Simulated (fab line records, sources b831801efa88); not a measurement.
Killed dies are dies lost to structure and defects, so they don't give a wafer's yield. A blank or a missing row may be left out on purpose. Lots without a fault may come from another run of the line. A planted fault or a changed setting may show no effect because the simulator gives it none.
fab line records | flow sfq_line
record lots=5 wafers=23
route steps=325 shown M8@321
start_h: hours from the record's first day to the start of the lot's first wafer shown | wait_h: hours since the lot's step before | " the same as in the row above | L1.1+2: a row that stands for several wafers | - no value, or no start given | * or withheld: withheld | < > ~ a bound
route shown NAME@n: a module of which the file shows steps, and the number in the route of the first | usual: mean/standard deviation of fault-free wafers | same: alike in all rows | chamber/n: place in a boat | sites: the reading at each site | _std_site: their standard deviation | _edge_site: outer sites' mean less inner sites' | radius_mm: how far each site lies from the wafer's centre | mask NAME#n: copy n | behind: the tool/chamber that last shaped the wafer | hold: why the lot was held/for how many hours/how that ended | device: the transistor (n, p or np) that didn't switch | end of line: the same wafers' tests at the end of the route | a step without rows: its recipe alone | killed: dies lost to structure and defects at the first sort, not the wafer's yield | map: a wafer's dies, x killed, . not, _ none there
set.NAME: the setting as run; set.NAME@STEP: as run at that earlier step | model.NAME: the simulator's own value behind a step, which no gauge read
lots whose settings were changed on purpose; a table a step, a row a wafer
## steps
# step SFQ_TRILAYER_M8_DEP_EVAP_196
# recipe material=Au angular_spread_deg=1 target_thk_nm=180 time_s=900 power_w=2000
# columns lot.wafer tool chamber start_h wait_h set.time_s model.Au_of_TRILAYER_M8_DEP_EVAP_196.thk_nm
L074.1 pvd_sputter-02 - 1923.47 0.1 900 182.3
L074.2 " - " " 900 181.3
L074.3 " - " " 855.3 171.5
L074.4 " - " " 855.3 174.1
L074.5 " - " " 900 182.4
L077.1 pvd_sputter-01 - 1927.07 0.1 900 177.6
L077.4 " - " " 900 179.1
L077.5 " - " " 900 178.9
L082.1 pvd_sputter-02 - 2037.87 0.1 771.1 156.3
L082.2 " - " " 900 181
L082.3 " - " " 771.1 157.5
L082.4 " - " " 771.1 156.4
L082.5 " - " " 900 180.7
L084.1 pvd_sputter-02 - 2061.87 0.1 900 181.9
L084.3 " - " " 900 180.6
L084.4 " - " " 900 182.8
L084.5 " - " " 900 184
L084.6 " - " " 900 182
L085.1+6 pvd_sputter-01 - 2065.47 0.1 900 180.2
L085.2 " - " " 900 182.1
L085.3 " - " " 900 180.9
L085.4 " - " " 900 182.7
# step SFQ_M8_RS_MEAS_949
# recipe thk_meas_gauge=four-point-probe reads=Au_of_TRILAYER_M8_DEP_EVAP_196+Pt_of_TRILAYER_M8_DEP_EVAP_198+Ti_of_TRILAYER_M8_DEP_EVAP_197
# usual M8_AU_RS=0.1527/0.0014
# columns lot.wafer tool chamber start_h wait_h set.time_s@TRILAYER_M8_DEP_EVAP_196 M8_AU_RS[ohm/sq]
L074.1 film_metro-03 - 1923.99 0.3 900 0.1514
L074.2 " - " " 900 0.1520
L074.3 " - " " 855.3 0.1611
L074.4 " - " " 855.3 0.1588
L074.5 " - " " 900 0.1513
L077.1 film_metro-03 - 1927.59 0.3 900 0.1553
L077.4 " - " " 900 0.1543
L077.5 " - " " 900 0.1544
L082.1 film_metro-03 - 2038.39 0.3 771.1 0.1773
L082.2 " - " " 900 0.1528
L082.3 " - " " 771.1 0.1757
L082.4 " - " " 771.1 0.1772
L082.5 " - " " 900 0.1529
L084.1 film_metro-02 - 2062.39 0.3 900 0.1521
L084.3 " - " " 900 0.1534
L084.4 " - " " 900 0.1514
L084.5 " - " " 900 0.1506
L084.6 " - " " 900 0.1517
L085.1 film_metro-01 - 2065.99 0.3 900 0.1536
L085.2 " - " " 900 0.1516
L085.3 " - " " 900 0.1532
L085.4 " - " " 900 0.1516
L085.6 " - " " 900 0.1535
# step SFQ_M8_THK_MEAS_950
# recipe thk_meas_gauge=xrf reads=Au_of_TRILAYER_M8_DEP_EVAP_196
# usual M8_AU_THK=181.2/2.1
# columns lot.wafer tool chamber start_h wait_h set.time_s@TRILAYER_M8_DEP_EVAP_196 M8_AU_THK[nm]
L074.1 film_metro-03 - 1924.11 0.1 900 183.3
L074.2 " - " " 900 181.2
L074.3 " - " " 855.3 171.3
L074.4 " - " " 855.3 173.9
L074.5 " - " " 900 181.9
L077.1 film_metro-03 - 1927.71 0.1 900 177.3
L077.4 " - " " 900 179.4
L077.5 " - " " 900 179.0
L082.1 film_metro-03 - 2038.51 0.1 771.1 157.6
L082.2 " - " " 900 182.0
L082.3 " - " " 771.1 159.0
L082.4 " - " " 771.1 157.6
L082.5 " - " " 900 182.1
L084.1 film_metro-02 - 2062.51 0.1 900 182.1
L084.3 " - " " 900 180.1
L084.4 " - " " 900 182.6
L084.5 " - " " 900 182.8
L084.6 " - " " 900 182.0
L085.1 film_metro-01 - 2066.11 0.1 900 180.3
L085.2 " - " " 900 181.8
L085.3 " - " " 900 180.6
L085.4 " - " " 900 181.7
L085.6 " - " " 900 180.6
## key
split step=SFQ_TRILAYER_M8_DEP_EVAP_196 setting=time_s stated=900 by=wafer
response step=SFQ_TRILAYER_M8_DEP_EVAP_196 reading=model.Au_of_TRILAYER_M8_DEP_EVAP_196.thk_nm change=+1.7 per=1% r=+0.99
response step=SFQ_M8_RS_MEAS_949 reading=M8_AU_RS change=-0.00167 per=1% r=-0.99
response step=SFQ_M8_THK_MEAS_950 reading=M8_AU_THK change=+1.7 per=1% r=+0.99
